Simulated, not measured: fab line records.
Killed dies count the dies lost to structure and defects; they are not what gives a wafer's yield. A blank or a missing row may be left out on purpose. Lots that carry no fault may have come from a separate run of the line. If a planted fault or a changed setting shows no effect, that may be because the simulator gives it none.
Problem report, 8D (eight disciplines) form, completed by code | flow sky130 | the parts of the form that need people (team, actions taken, sign-off) are left out

1. PROBLEM STATEMENT
Across 4 wafers from 2 lots, VIA3_W_RS at SKY_VIA3_RS_MEAS_22 averages 0.415 ohm/sq, while fault-free wafers read 0.293 ohm/sq with a standard deviation of 0.0043. Relative to the usual mean, that is a shift of +28 standard deviations.
The step: measures by four-point-probe.
Seen first at day 45 09:00 on film metro-04, wafer L988.2. The record has a number at this step for 30 wafers belonging to 10 lots. Rule for "out" (also "out of limits"): further than 4 standard deviations from the usual mean. The other wafers with a number count as sound.

2. WHAT IT IS; WHAT IT IS NOT
question                    | is                             | is not
which readings at this step | VIA3_W_RS                      | -
which lots                  | L988, L991                     | L974, L976, L977, L978, L981, L982, L985, L990
which wafers of those lots  | L988.2, L988.5, L991.4, L991.5 | L988.6, L991.2
read on which gauges        | film metro-04                  | film metro-02, film metro-03
when                        | from day 45 09:00              | up to then (22 sound wafers); but 4 sound wafers of L990, L991 came after

3. SUSPECTS, AND WHAT RULES EACH OUT
Counting: any tool at a process step up to the reading remains a suspect provided it ran every lot that is out. Sound lots after the first of them don't rule it out here, since some wafers of a struck lot are sound.
- the gauge at SKY_VIA3_RS_MEAS_22 has been ruled out. All the wafers that are out were read on film metro-04, but those of them that SKY_VIA3_CMP_24 has rows for are out there too, on other tools.
- cvd w-02 at SKY_VIA3_CVD_21 (deposits W, target thk 390 nm, time 117.31 s): kept. Every lot that is out went through it, the first being L988 (day 45 08:52); the last sound lot it ran before that was L978 (day 42 05:34).
- The sound lot-mates ran in chamber 1 of cvd w-02 at SKY_VIA3_CVD_21, but the wafers that are out ran in chamber 0.
Left after counting: cvd w-02 at SKY_VIA3_CVD_21.

4. THE CAUSE (what the simulator had put in)
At SKY_VIA3_CVD_21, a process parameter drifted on cvd w-02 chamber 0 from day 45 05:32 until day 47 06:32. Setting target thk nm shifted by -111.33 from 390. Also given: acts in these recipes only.
Counting left only this tool.

5. SEQUENCE OF EFFECTS, ordered by route
Each row: a reading whose mean over the struck wafers that have a number lies more than 3 standard deviations from the usual. Only readings for which the record gives a usual standard deviation are gone through. hours: the time from each lot's start at the first step in this table that gives one to its start at this step, as a median over the lots. sigmas: the change in usual standard deviations.
hours | step                 | reading            | usual        | on struck wafers | change | sigmas
0     | SKY_VIA3_RS_MEAS_22  | VIA3_W_RS          | 0.293 ohm/sq | 0.415            | +0.122 | +28
2     | SKY_VIA3_THK_MEAS_23 | VIA3_W_THK         | 397 nm       | 280              | -117   | -15
7     | SKY_VIA3_CMP_24      | time to endpoint s | 93 s         | 63               | -30    | -9.3
Its process steps:
- SKY_VIA3_CMP_24: polishes, stops on SiO2, t overpolish 20 s, target thk 0 nm.
Later measuring or inspecting steps at which every struck wafer that the step has a row for has a number for every such reading, and none has moved that far: SKY_CAP2M_THK_MEAS_01.

6. WHAT WOULD HAVE CAUGHT IT SOONER
In this record the first reading out of limits at a measuring or inspecting step was taken at day 45 09:00, 3 hours after the fault began at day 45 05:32.
Tool readings at SKY_VIA3_CVD_21 with a usual standard deviation given in the record: none out on any struck wafer, hence no alarm at a limit of 4 standard deviations on them.
Of the lots that are out (2), L991 began SKY_VIA3_CVD_21 on cvd w-02 after day 45 09:00. Putting the tool on hold at that point would have spared it.
